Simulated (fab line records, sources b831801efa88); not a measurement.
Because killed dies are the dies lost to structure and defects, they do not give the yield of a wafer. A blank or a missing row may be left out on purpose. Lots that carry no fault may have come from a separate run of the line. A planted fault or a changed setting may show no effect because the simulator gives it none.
Matching of chambers :: flow sky130 :: SKY_VIA2_ETCH_14 on rie diel-01: 4 sister chambers
The step etches BARC in N2/H2, stops on SiO2, time 45.9 s, target depth 60 nm. 18 wafers are shown with their chamber, then 9 later ones without.

WAFERS PAIRED WITH THEIR CHAMBERS
wafer: L076.2
chamber: 0
drypump motor current A (A): 5.9
throttle valve pct (%): 13.213
oes product au (a.u.): 0.859

wafer: L076.5
chamber: 0
drypump motor current A (A): 5.8
throttle valve pct (%): 13.227
oes product au (a.u.): 0.850

wafer: L076.6
chamber: 2
drypump motor current A (A): 5.1
throttle valve pct (%): 13.237
oes product au (a.u.): 0.857

wafer: L079.2
chamber: 0
drypump motor current A (A): 5.8
throttle valve pct (%): 13.225
oes product au (a.u.): 0.862

wafer: L079.4
chamber: 2
drypump motor current A (A): 5.0
throttle valve pct (%): 13.224
oes product au (a.u.): 0.856

wafer: L079.5
chamber: 2
drypump motor current A (A): 5.0
throttle valve pct (%): 13.231
oes product au (a.u.): 0.849

wafer: L080.2
chamber: 3
drypump motor current A (A): 5.3
throttle valve pct (%): 13.225
oes product au (a.u.): 0.858

wafer: L080.3
chamber: 0
drypump motor current A (A): 5.8
throttle valve pct (%): 13.219
oes product au (a.u.): 0.851

wafer: L080.5
chamber: 0
drypump motor current A (A): 5.8
throttle valve pct (%): 13.204
oes product au (a.u.): 0.858

wafer: L083.2
chamber: 0
drypump motor current A (A): 5.8
throttle valve pct (%): 13.241
oes product au (a.u.): 0.856

wafer: L083.3
chamber: 1
drypump motor current A (A): 6.1
throttle valve pct (%): 13.230
oes product au (a.u.): 0.847

wafer: L083.5
chamber: 3
drypump motor current A (A): 5.3
throttle valve pct (%): 13.240
oes product au (a.u.): 0.849

wafer: L082.1
chamber: 2
drypump motor current A (A): 5.0
throttle valve pct (%): 13.224
oes product au (a.u.): 0.861

wafer: L082.2
chamber: 0
drypump motor current A (A): 5.9
throttle valve pct (%): 13.217
oes product au (a.u.): 0.855

wafer: L082.5
chamber: 1
drypump motor current A (A): 6.1
throttle valve pct (%): 13.225
oes product au (a.u.): 0.848

wafer: L087.1
chamber: 1
drypump motor current A (A): 6.1
throttle valve pct (%): 13.240
oes product au (a.u.): 0.861

wafer: L087.2
chamber: 3
drypump motor current A (A): 5.3
throttle valve pct (%): 13.234
oes product au (a.u.): 0.854

wafer: L087.3
chamber: 0
drypump motor current A (A): 5.8
throttle valve pct (%): 13.212
oes product au (a.u.): 0.853

SIGNATURES (means of the wafers above)
reading: drypump motor current A
chamber 0: 5.825
chamber 1: 6.100
chamber 2: 5.025
chamber 3: 5.300
scatter within a chamber: 0.0401

reading: throttle valve pct
chamber 0: 13.21975
chamber 1: 13.23167
chamber 2: 13.22900
chamber 3: 13.23300
scatter within a chamber: 0.00942

reading: oes product au
chamber 0: 0.85550
chamber 1: 0.85200
chamber 2: 0.85575
chamber 3: 0.85367
scatter within a chamber: 0.00504
Rule: for a wafer and a chamber, the distance is found by dividing, reading by reading, the gap between the wafer's reading and the chamber's mean by the reading's scatter, squaring, summing and taking the root. If the next closest chamber is less than 2 further off than the closest, the wafer can't be placed; otherwise it belongs to the closest. The scatter: take each reading less its chamber's mean, square it, sum over the shown wafers, divide by the number of wafers less the number of chambers, and take the root.

WAFERS MISSING THEIR CHAMBER
wafer: L089.1
drypump motor current A (A): 5.0
throttle valve pct (%): 13.207
oes product au (a.u.): 0.861

wafer: L089.2
drypump motor current A (A): 5.9
throttle valve pct (%): 13.223
oes product au (a.u.): 0.854

wafer: L089.4
drypump motor current A (A): 5.3
throttle valve pct (%): 13.213
oes product au (a.u.): 0.849

wafer: L094.2
drypump motor current A (A): 6.1
throttle valve pct (%): 13.227
oes product au (a.u.): 0.858

wafer: L094.3
drypump motor current A (A): 5.0
throttle valve pct (%): 13.209
oes product au (a.u.): 0.850

wafer: L094.4
drypump motor current A (A): 5.8
throttle valve pct (%): 13.239
oes product au (a.u.): 0.857

wafer: L096.1
drypump motor current A (A): 5.3
throttle valve pct (%): 13.237
oes product au (a.u.): 0.852

wafer: L096.3
drypump motor current A (A): 5.8
throttle valve pct (%): 13.233
oes product au (a.u.): 0.855

wafer: L096.4
drypump motor current A (A): 6.1
throttle valve pct (%): 13.225
oes product au (a.u.): 0.855

EACH ONE'S CHAMBER
wafer: L089.1
from the rows above: 2
in truth: 2

wafer: L089.2
from the rows above: 0
in truth: 0

wafer: L089.4
from the rows above: 3
in truth: 3

wafer: L094.2
from the rows above: 1
in truth: 1

wafer: L094.3
from the rows above: 2
in truth: 2

wafer: L094.4
from the rows above: 0
in truth: 0

wafer: L096.1
from the rows above: 3
in truth: 3

wafer: L096.3
from the rows above: 0
in truth: 0

wafer: L096.4
from the rows above: 1
in truth: 1
Correct placement for 9 of the 9. From these rows, 0 cannot be placed. 0 placed wrongly.
